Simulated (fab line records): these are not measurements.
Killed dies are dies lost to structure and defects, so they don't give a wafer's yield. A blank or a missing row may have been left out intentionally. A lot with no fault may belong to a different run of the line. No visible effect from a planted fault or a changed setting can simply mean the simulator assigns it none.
What tool caused it?	flow gf180mcu	14 lots, 42 wafers sampled, at 2 steps of a route of 602

WHAT THE GAUGES READ, wafer by wafer
GF_M2_CD_MEAS_14: the cd target is 280 nm. Usual: cd_nm at 280.4 nm, with a standard deviation of 1.1.
lot	measured	on	cd_nm (nm)	flag
L811	day 19 02:03	cd_sem-01	281.3 280.8 279.3	
L812	day 19 09:40	cd_sem-02	281.3 280.7 279.6	
L813	day 19 17:21	cd_sem-01	278.6 280.7 281.0	
L814	day 20 07:34	cd_sem-02	281.0 281.3 280.2	
L816	day 20 21:20	cd_sem-01	279.3 280.3 280.4	
L817	day 21 11:07	cd_sem-01	279.2 279.4 278.8	
L819	day 22 00:30	cd_sem-01	279.9 279.9 280.2	
L820	day 22 13:15	cd_sem-02	281.6 282.8 283.4	
L821	day 22 18:57	cd_sem-01	279.9 280.5 279.8	
L822	day 23 06:04	cd_sem-01	279.4 278.8 279.9	
L826	day 24 15:27	cd_sem-02	278.9 279.9 279.0	
L831	day 26 09:43	cd_sem-02	279.6 279.7 280.1	
L833	day 26 19:57	cd_sem-01	279.0 279.2 279.0	
L834	day 26 23:08	cd_sem-01	280.5 280.2 280.2	

EACH LOT AND THE TOOL THAT RAN IT (in order: tool; ch and the chambers of the sampled wafers; start)
lot	GF_DUAL_GATE_OXIDATION_15
L811	furnace-01 ch 0, day 8 08:29
L812	furnace-01 ch 0, day 8 13:41
L813	furnace-02 ch 0, day 8 18:31
L814	furnace-01 ch 0, day 9 04:50
L816	furnace-02 ch 0, day 9 15:55
L817	furnace-01 ch 0, day 10 00:54
L819	furnace-01 ch 0, day 10 11:20
L820	furnace-01 ch 0, day 10 21:37
L821	furnace-01 ch 0, day 11 02:40
L822	furnace-01 ch 0, day 11 11:46
L826	furnace-01 ch 0, day 12 14:55
L831	furnace-02 ch 0, day 14 07:59
L833	furnace-02 ch 0, day 14 17:58
L834	furnace-01 ch 0, day 15 00:58
- GF_DUAL_GATE_OXIDATION_15: stabilise 600 s, purge 300 s, target thk 7.098 nm.

AS READ BY THE TOOLS THEMSELVES (means over the sampled wafers that have a number; for cases with no such wafer, the mark the record gives instead)
GF_DUAL_GATE_OXIDATION_15. Usual: spike_tc_upper_C 849.6 C, standard deviation 1.4; tube_center_temp_C 850 C, standard deviation 0.076; tube_center_temp_C_max 852.2, standard deviation 0.35.
lot	tool	spike_tc_upper_C (C)	tube_center_temp_C (C)	tube_center_temp_C_max	flag
L811	furnace-01	848.9	850	852.0	
L812	furnace-01	849.3	850	852.2	
L813	furnace-02	849.6	850	852.4	
L814	furnace-01	848.5	850	852.3	
L816	furnace-02	850.1	850	852.2	
L817	furnace-01	849.5	850	852.4	
L819	furnace-01	849.1	850	851.9	
L820	furnace-01	847.8	850	852.0	
L821	furnace-01	849.2	850	852.2	
L822	furnace-01	850.7	852	853.7	OFF
L826	furnace-01	849.5	852	854.0	OFF
L831	furnace-02	850.5	850	852.4	
L833	furnace-02	850.8	850	852.5	
L834	furnace-01	849.5	850	852.4	

THE ANSWER, worked out from the rows above alone
Rule: a lot counts as off when the mean over its wafers that have a number is more than 3 standard deviations away from the usual mean. A lot without any number at a reading at which 4 lots or more have one is off too. Where the step has rows for the other lots, those lots are counted as sound. Order of review: gauges by route order, followed by the tools' own readings, for which a lot's mean as printed above is used. The first step at which some lot is off is used, and at that step the reading that is off furthest; a lot without a number counts as furthest.
Off: L822, L826 (GF_DUAL_GATE_OXIDATION_15, tube_center_temp_C).
If a tool, at that step or one of the process steps before it, ran each lot that is off and ran no sound lot following the first of them, it fits. Of those tried, none fits.

WHAT HAD BEEN PUT IN BY THE SIMULATOR
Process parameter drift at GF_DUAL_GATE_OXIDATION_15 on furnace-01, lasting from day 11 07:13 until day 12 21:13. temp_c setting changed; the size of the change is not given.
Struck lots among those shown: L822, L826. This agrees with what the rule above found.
